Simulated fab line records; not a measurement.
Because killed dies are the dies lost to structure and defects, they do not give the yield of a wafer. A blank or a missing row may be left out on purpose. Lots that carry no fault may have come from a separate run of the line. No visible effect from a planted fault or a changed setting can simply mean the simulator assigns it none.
A struck lot beside a sound one / flow gf180mcu / 14 steps out of a route of 602
Sound: wafers L797.2, L797.4, L797.5. Wafers struck: L807.3, L807.4, L807.5. The cause comes at the end.
Order at every step that has rows: each side's tool, ch and its chambers, its first start. Under that, the readings that differ: sound wafers / struck wafers / difference of the means / sigmas: that difference in standard deviations of wafers without a fault.
alike: a reading whose means differ by less than 2 such deviations, as well as words and numbers matching on both sides. not compared: withheld readings; readings where some wafer has no value; bounds like >300 that might hide an equal value; numbers whose values overlap and for which the record gives no deviation.
The two part at a step that has a row with sigmas, a row that says differs or no value, or rows on one side only. Numbers that don't overlap but have no deviation are shown without sigmas and don't part them. A reading missing from all wafers of one side parts the sides only when that side holds two or more wafers.

first, 1 step without rows for these wafers: GF_HV_LDD_DEVELOP_06 (develop time 60 s).
GF_HV_LDD_CD_MEAS_07: target cd 400 nm.
  sound on cd sem-02 at day 11 07:56; struck on cd sem-01 at day 14 04:16
  alike: cd nm
GF_HV_LDD_OVL_MEAS_08:
  sound on overlay-01 at day 11 08:02; struck on overlay-01 at day 14 04:21
  alike: HV_LDD_OVL
then, 1 step without rows for these wafers: GF_HV_LDD_IMPLANT_09.
GF_HV_LDD_STRIP_10: strips in O2/N2.
  sound on plasma asher-03 ch 0,1, day 11 08:13; struck on plasma asher-02 ch 0,1, day 14 04:33
  alike: drypump motor current A, heater power w, oes product au, strip time to endpoint s
  not compared: rf hours counter h
GF_HV_LDD_TW_MEAS_11:
  sound on film metro-01 at day 11 08:20; struck on film metro-04 at day 14 04:38
  alike: HV_LDD_TW
then, 6 steps without rows for these wafers: GF_HV_LDD_DEHYDRATE_12 (time 60 s); GF_HV_LDD_HMDS_13 (prime time 60 s); GF_HV_LDD_COAT_14 (resist thk 1000 nm); GF_HV_LDD_SOFTBAKE_15 (time 60 s); GF_HV_LDD_EXPOSE_16 (exposes mask Pplus LV AREA, target cd 400 nm); GF_HV_LDD_PEB_17.
GF_HV_LDD_DEVELOP_18: develop time 60 s.
  sound on litho track-03 ch 0, day 12 02:30; struck on litho track-03, day 15 01:07
  no value came back on the struck wafers for chill plate temp C (C), develop time s (s); on the sound wafers chill plate temp C (C) reads 22.94 23.13 23.24
GF_HV_LDD_CD_MEAS_19: target cd 400 nm.
  sound on cd sem-01 at day 12 02:38; struck on cd sem-01 at day 15 01:16
reading=cd nm (nm); sound=400.4 398.1 397.4; struck=- - -; difference=no value on the struck wafers; sigmas=

== WHERE THEY PART ==
At GF_HV_LDD_DEVELOP_18 first; at GF_HV_LDD_CD_MEAS_19 last (within this record only).

WHY: what had been put in by the simulator
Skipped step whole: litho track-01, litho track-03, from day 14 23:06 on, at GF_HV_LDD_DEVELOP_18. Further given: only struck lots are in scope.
